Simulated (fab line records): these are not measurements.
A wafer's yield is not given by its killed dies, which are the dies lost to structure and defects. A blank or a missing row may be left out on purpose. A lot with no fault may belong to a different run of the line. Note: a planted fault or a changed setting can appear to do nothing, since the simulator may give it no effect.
Chamber matching | flow sky130 | cmp-01 running SKY_VIA2_CMP_24: 4 sister chambers
The step polishes, stops on SiO2, t overpolish 20 s, target thk 0 nm. 4 wafers are shown with their chamber, then 11 later ones without.

== WAFERS WITH THEIR CHAMBER ==
wafer  | chamber | motor current A (A)
L080.5 | 3       | 10.4
L082.1 | 2       | 11.8
L082.3 | 1       | 12.1
L086.3 | 0       | 10.1

== WAFERS WHOSE CHAMBER IS MISSING ==
wafer  | motor current A (A)
L086.4 | 10.3
L086.6 | 11.7
L089.2 | 11.6
L089.5 | 12.2
L089.6 | 9.9
L093.2 | 12.5
L093.3 | 10.6
L093.5 | 10.7
L094.3 | 11.3
L094.5 | 11.6
L094.6 | 11.0

== WHICH CHAMBER EACH WENT THROUGH ==
wafer  | from the rows above               | in truth
L086.4 | can't be placed: 3 or 0           | 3
L086.6 | can't be placed: 2 or 1           | 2
L089.2 | can't be placed: 2 or 1           | 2
L089.5 | can't be placed: 1 or 2           | 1
L089.6 | can't be placed: 0 or 3           | 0
L093.2 | can't be placed: 1 or 2           | 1
L093.3 | can't be placed: 3 or 0           | 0
L093.5 | can't be placed: 3 or 0           | 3
L094.3 | can't be placed: 2 or 1 or 3      | 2
L094.5 | can't be placed: 2 or 1           | 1
L094.6 | can't be placed: 3 or 2 or 0 or 1 | 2
Placed correctly: 0 of 11. Can't be placed from these rows: 11 (the true chamber is among the candidates in 11). 0 placed wrongly.
How it was worked out, from the rows above alone: a wafer's distance from a chamber is the root of the sum, over the readings, of the square of ((its reading less the chamber's mean) divided by the reading's scatter). The wafer belongs to the nearest chamber; if the next one is less than 2 further off, it can't be placed. A chamber's mean is the mean of its shown wafers. The scatter: with one shown wafer a chamber, the root of the mean of the squares of how far each hidden wafer lies from its nearest shown one.
